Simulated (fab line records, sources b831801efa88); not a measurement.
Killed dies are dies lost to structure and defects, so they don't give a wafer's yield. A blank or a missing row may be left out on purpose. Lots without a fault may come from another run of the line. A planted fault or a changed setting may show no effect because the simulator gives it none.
Which tool did it? | flow sky130 | 24 lots, 72 wafers sampled, at 5 steps of a route of 708

WHAT THE GAUGES READ, wafer by wafer
SKY_FIELD_ISO_THK_MEAS_23.
lot  | measured    | on            | FIELD_ISO_OXIDATION_01_THK (nm)
L074 | day 2 07:34 | film_metro-03 | 10.00 9.94 9.96
L075 | day 2 15:43 | film_metro-01 | 9.80 9.97 9.98
L076 | day 2 19:49 | film_metro-04 | 10.02 9.78 9.77
L077 | day 2 23:15 | film_metro-04 | 10.02 9.94 10.02
L078 | day 3 04:53 | film_metro-04 | 9.82 9.88 9.80
L079 | day 3 11:13 | film_metro-03 | 10.13 10.00 9.95
L080 | day 3 16:23 | film_metro-03 | 9.97 9.81 9.94
L081 | day 3 20:48 | film_metro-01 | 9.51 9.75 9.57
L082 | day 4 00:22 | film_metro-04 | 9.95 10.11 10.19
L083 | day 4 05:07 | film_metro-03 | 10.09 10.05 10.13
L084 | day 4 11:55 | film_metro-04 | 10.17 9.87 10.17
L085 | day 4 16:17 | film_metro-04 | 9.92 9.79 9.94
L086 | day 4 21:49 | film_metro-04 | 10.01 9.97 9.84
L087 | day 5 03:35 | film_metro-04 | 9.25 9.41 9.47
L088 | day 5 07:40 | film_metro-03 | 9.62 9.73 10.05
L089 | day 5 13:28 | film_metro-03 | 10.17 10.20 10.15
L090 | day 5 18:31 | film_metro-01 | 10.13 9.95 10.02
L091 | day 5 22:55 | film_metro-01 | 9.96 9.98 10.08
L092 | day 6 05:37 | film_metro-01 | 10.23 10.10 10.00
L093 | day 6 08:44 | film_metro-04 | 9.91 9.93 9.87
L094 | day 6 16:24 | film_metro-04 | 9.84 10.00 9.85
L095 | day 6 20:07 | film_metro-03 | 10.22 10.34 10.11
L096 | day 7 04:10 | film_metro-04 | 9.92 9.95 10.21
L097 | day 7 05:20 | film_metro-04 | 9.81 10.00 9.84

SKY_METAL2_OVL_MEAS_16.
lot  | measured     | on         | METAL2_OVL (nm)
L074 | day 35 09:07 | overlay-02 | -5 -5 -8
L075 | day 35 13:55 | overlay-02 | -6 -1 -5
L076 | day 35 19:22 | overlay-01 | -1 4 -4
L077 | day 36 01:04 | overlay-02 | 5 10 3
L078 | day 36 09:18 | overlay-02 | -16 -8 -9
L079 | day 36 17:19 | overlay-01 | -2 -3 -3
L080 | day 37 02:15 | overlay-02 | 5 5 6
L081 | day 37 22:09 | overlay-01 | -3 -3 6
L082 | day 38 00:16 | overlay-02 | 5 -2 6
L083 | day 38 00:43 | overlay-02 | 6 -1 -2
L084 | day 38 03:58 | overlay-02 | -9 -11 -5
L085 | day 38 13:37 | overlay-01 | -4 5 3
L086 | day 38 22:37 | overlay-01 | 0 -4 -8
L087 | day 39 10:55 | overlay-02 | 0 4 0
L088 | day 39 11:34 | overlay-02 | -5 5 -2
L089 | day 39 19:28 | overlay-02 | 0 1 -2
L090 | day 39 23:58 | overlay-01 | 0 -5 -6
L091 | day 40 11:13 | overlay-02 | 0 2 2
L092 | day 40 17:25 | overlay-02 | -1 -2 -9
L093 | day 40 19:34 | overlay-02 | -4 -7 -8
L094 | day 41 03:37 | overlay-01 | 9 -1 10
L095 | day 41 12:37 | overlay-02 | -3 -2 -4
L096 | day 41 17:37 | overlay-02 | -2 1 6
L097 | day 41 23:46 | overlay-02 | -3 3 3

SKY_VIA2_RS_MEAS_22: measures by four-point-probe.
lot  | measured     | on            | VIA2_W_RS (ohm/sq)
L074 | day 36 13:44 | film_metro-01 | 0.2738 0.2744 0.2754
L075 | day 36 18:42 | film_metro-04 | 0.2744 0.2706 0.2723
L076 | day 37 00:00 | film_metro-03 | 0.2727 0.2685 0.2710
L077 | day 37 05:17 | film_metro-01 | 0.2715 0.2737 0.2751
L078 | day 37 14:43 | film_metro-03 | 0.2700 0.2703 0.2697
L079 | day 37 22:26 | film_metro-04 | 0.2722 0.2714 0.2715
L080 | day 38 06:50 | film_metro-03 | 0.2732 0.2747 0.2728
L081 | day 39 02:16 | film_metro-01 | 0.2738 0.2740 0.2725
L082 | day 39 03:44 | film_metro-03 | 0.2755 0.2764 0.2746
L083 | day 39 04:17 | film_metro-04 | 0.2776 0.2721 0.2752
L084 | day 39 07:30 | film_metro-01 | 0.2718 0.2726 0.2714
L085 | day 39 16:44 | film_metro-03 | 0.2685 0.2710 0.2724
L086 | day 40 00:33 | film_metro-01 | 0.2737 0.2749 0.2750
L087 | day 40 13:47 | film_metro-03 | 0.2697 0.2708 0.2691
L088 | day 40 14:29 | film_metro-03 | 0.2730 0.2721 0.2732
L089 | day 40 22:38 | film_metro-01 | 0.2719 0.2716 0.2739
L090 | day 41 02:57 | film_metro-03 | 0.2711 0.2731 0.2744
L091 | day 41 13:37 | film_metro-03 | 0.2710 0.2723 0.2723
L092 | day 41 19:36 | film_metro-03 | 0.2753 0.2739 0.2729
L093 | day 41 21:57 | film_metro-03 | 0.2656 0.2712 0.2679
L094 | day 42 06:08 | film_metro-01 | 0.2785 0.2697 0.2749
L095 | day 42 14:50 | film_metro-01 | 0.2729 0.2736 0.2723
L096 | day 42 18:50 | film_metro-03 | 0.2731 0.2732 0.2723
L097 | day 43 01:53 | film_metro-03 | 0.2721 0.2723 0.2699

SKY_CAPM_OVL_MEAS_12.
lot  | measured     | on         | CAPM_OVL (nm)
L074 | day 37 17:10 | overlay-01 | -0.6 -1.2 -1.1
L075 | day 37 22:00 | overlay-02 | -2.3 -1.4 -0.7
L076 | day 38 02:45 | overlay-02 | -2.7 -3.8 -2.1
L077 | day 38 07:48 | overlay-01 | -1.1 -1.3 -1.3
L078 | day 38 17:06 | overlay-01 | -1.5 0.1 -2.5
L079 | day 39 00:39 | overlay-01 | -1.4 -0.3 -1.8
L080 | day 39 08:42 | overlay-02 | 0.1 0.7 0.2
L081 | day 40 03:24 | overlay-01 | -0.6 -2.4 -2.9
L082 | day 40 04:21 | overlay-01 | -0.1 0.0 -0.5
L083 | day 40 04:39 | overlay-01 | -2.9 -4.1 -2.4
L084 | day 40 07:44 | overlay-02 | -2.6 -1.9 -2.6
L085 | day 40 17:35 | overlay-01 | -2.5 -0.8 -1.2
L086 | day 41 01:17 | overlay-01 | -2.1 -0.1 -2.0
L087 | day 41 14:23 | overlay-02 | 0.0 0.0 0.9
L088 | day 41 15:17 | overlay-01 | -1.6 -1.7 -1.8
L089 | day 41 23:09 | overlay-01 | -0.1 -1.3 -1.6
L090 | day 42 03:33 | overlay-02 | -0.2 0.6 -0.4
L091 | day 42 13:56 | overlay-02 | -1.1 -0.7 -1.2
L092 | day 42 20:00 | overlay-01 | -1.3 -0.9 -0.9
L093 | day 42 22:17 | overlay-02 | -2.3 -2.5 -3.2
L094 | day 43 05:24 | overlay-02 | -2.1 -2.2 0.1
L095 | day 43 13:54 | overlay-01 | -1.5 0.6 -0.4
L096 | day 43 18:54 | overlay-02 | -1.0 -1.5 -1.1
L097 | day 44 01:06 | overlay-02 | -0.1 1.8 1.7

SKY_CAP2M_OVL_MEAS_12.
lot  | measured     | on         | CAP2M_OVL (nm)
L074 | day 40 23:24 | overlay-01 | 0.4 1.2 1.0
L075 | day 41 03:44 | overlay-02 | 2.7 1.2 1.7
L076 | day 41 07:57 | overlay-02 | -0.2 -0.5 -1.3
L077 | day 41 13:15 | overlay-02 | 4.4 2.3 1.2
L078 | day 41 21:50 | overlay-01 | -1.6 -1.5 -1.9
L079 | day 42 05:15 | overlay-01 | 0.4 -1.2 -0.1
L080 | day 42 11:53 | overlay-02 | 1.1 1.9 1.5
L081 | day 43 07:02 | overlay-01 | 0.2 0.2 0.5
L082 | day 43 07:27 | overlay-02 | 0.4 0.6 1.7
L083 | day 43 08:11 | overlay-02 | -0.5 -0.2 0.1
L084 | day 43 10:23 | overlay-01 | -0.5 -0.4 -0.9
L085 | day 43 20:29 | overlay-01 | 3.3 2.7 2.6
L086 | day 44 03:32 | overlay-02 | -0.2 0.1 0.4
L087 | day 44 15:27 | overlay-02 | -0.4 0.3 -0.2
L088 | day 44 15:45 | overlay-01 | -1.6 0.5 0.6
L089 | day 45 00:14 | overlay-01 | 2.3 1.0 1.8
L090 | day 45 03:56 | overlay-02 | 0.3 0.7 1.7
L091 | day 45 12:08 | overlay-01 | 2.0 0.7 0.2
L092 | day 45 19:30 | overlay-01 | -0.4 0.2 -0.4
L093 | day 45 20:14 | overlay-01 | 2.6 1.4 2.1
L094 | day 46 02:36 | overlay-02 | 2.4 2.1 3.1
L095 | day 46 11:02 | overlay-02 | 0.6 2.0 1.3
L096 | day 46 16:08 | overlay-02 | 0.0 0.1 1.3
L097 | day 46 21:27 | overlay-01 | -0.6 0.0 -0.3

WHICH TOOL RAN EACH LOT (tool, then ch and the chambers of the sampled wafers, then the start)
The record holds no process step before these readings.

WHAT THE TOOLS THEMSELVES READ (means of the sampled wafers that have a number; where no wafer has one, the mark that the record gives instead)
The record holds no such reading with a usual standard deviation.

THE ANSWER, worked out from the rows above alone
Rule: what is usual is taken from the lots themselves. Put in order of their means at a reading, lots are off if they are a third of the lots or fewer, leave a main group of 4 or more, and stand apart from it by a gap of 3 or more times the standard deviation of the main group's means; of several such gaps the widest counts. A main group whose means are all the same, to the digits that the tables above print for the reading, isn't used. A lot without any number at a reading at which 4 lots or more have one is off too. The other lots that the step has rows for count as sound. The gauges are gone through in route order, then the tools' own readings, and for those a lot's mean is taken as printed above. The first step at which some lot is off is used, and at that step the reading that is off furthest; a lot without a number counts as furthest.
No lot is off at any reading shown: from this, nothing can be told.

WHAT THE SIMULATOR HAD PUT IN
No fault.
